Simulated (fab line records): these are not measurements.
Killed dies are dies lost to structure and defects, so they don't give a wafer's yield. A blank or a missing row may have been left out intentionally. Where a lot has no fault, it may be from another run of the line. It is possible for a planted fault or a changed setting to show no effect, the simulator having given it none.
Matching of chambers    flow gf180mcu    GF_V5_CMP_04 on cmp-02 has 4 sister chambers
The step polishes SiO2. 20 wafers are shown with their chamber, then 10 later ones without.

WAFERS, EACH WITH ITS CHAMBER
wafer   chamber  motor current A (A)  platen rpm (rpm)  edge zone pressure frac
L074.1  0        12.2                 59.91             0.998
L074.4  2        12.9                 60.02             0.996
L074.6  1        14.0                 60.04             1.003
L076.3  3        11.6                 59.97             1.004
L076.4  0        11.9                 59.93             1.007
L076.5  0        11.6                 59.98             1.000
L078.2  2        13.6                 59.98             1.000
L078.3  3        12.3                 59.99             0.998
L078.6  0        12.0                 59.95             0.999
L081.3  3        11.9                 59.95             0.997
L081.4  2        13.2                 59.97             0.998
L081.5  0        11.6                 60.06             1.007
L082.2  2        13.1                 59.90             1.004
L082.3  3        11.8                 59.98             0.998
L082.4  0        12.2                 59.91             0.989
L083.2  1        12.9                 60.01             0.993
L083.4  2        12.8                 59.95             0.997
L083.5  1        13.6                 60.02             1.003
L087.2  3        12.6                 60.04             1.000
L087.3  2        13.3                 60.07             1.004

SIGNATURES (averages over the wafers above)
reading                  chamber 0  chamber 1  chamber 2  chamber 3  scatter within a chamber
motor current A          11.917     13.500     13.150     12.040     0.358
platen rpm               59.9567    60.0233    59.9817    59.9860    0.049
edge zone pressure frac  1.00000    0.99967    0.99983    0.99940    0.00489
Rule: a wafer's distance from a chamber is the root of the sum, over the readings, of the square of ((its reading less the chamber's mean) divided by the reading's scatter). If the next closest chamber is less than 2 further off than the closest, the wafer can't be placed; otherwise it belongs to the closest. The scatter: take each reading less its chamber's mean, square it, sum over the shown wafers, divide by the number of wafers less the number of chambers, and take the root.

WAFERS WITHOUT THEIR CHAMBER
wafer   motor current A (A)  platen rpm (rpm)  edge zone pressure frac
L087.4  13.7                 60.01             0.994
L094.2  13.6                 59.98             0.999
L094.5  12.4                 59.92             1.000
L094.6  13.5                 60.00             0.999
L095.2  12.9                 60.05             0.998
L095.4  12.9                 59.91             1.007
L095.6  12.7                 60.01             1.001
L097.3  13.0                 60.02             1.006
L097.5  11.8                 60.04             0.996
L097.6  12.4                 60.01             1.007

WHICH CHAMBER EACH WENT THROUGH
wafer   from the rows above                in truth
L087.4  can't be placed: 1 or 2            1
L094.2  can't be placed: 1 or 2            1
L094.5  can't be placed: 0 or 3 or 2       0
L094.6  can't be placed: 1 or 2            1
L095.2  can't be placed: 2 or 1 or 3 or 0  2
L095.4  can't be placed: 2 or 1 or 0 or 3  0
L095.6  can't be placed: 2 or 3 or 1 or 0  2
L097.3  can't be placed: 2 or 1 or 3 or 0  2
L097.5  can't be placed: 3 or 0            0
L097.6  can't be placed: 3 or 0 or 2 or 1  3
0 of 10 placed correctly. Unplaceable from these rows: 10, with the true chamber sitting among the candidates in 10. 0 placed wrongly.
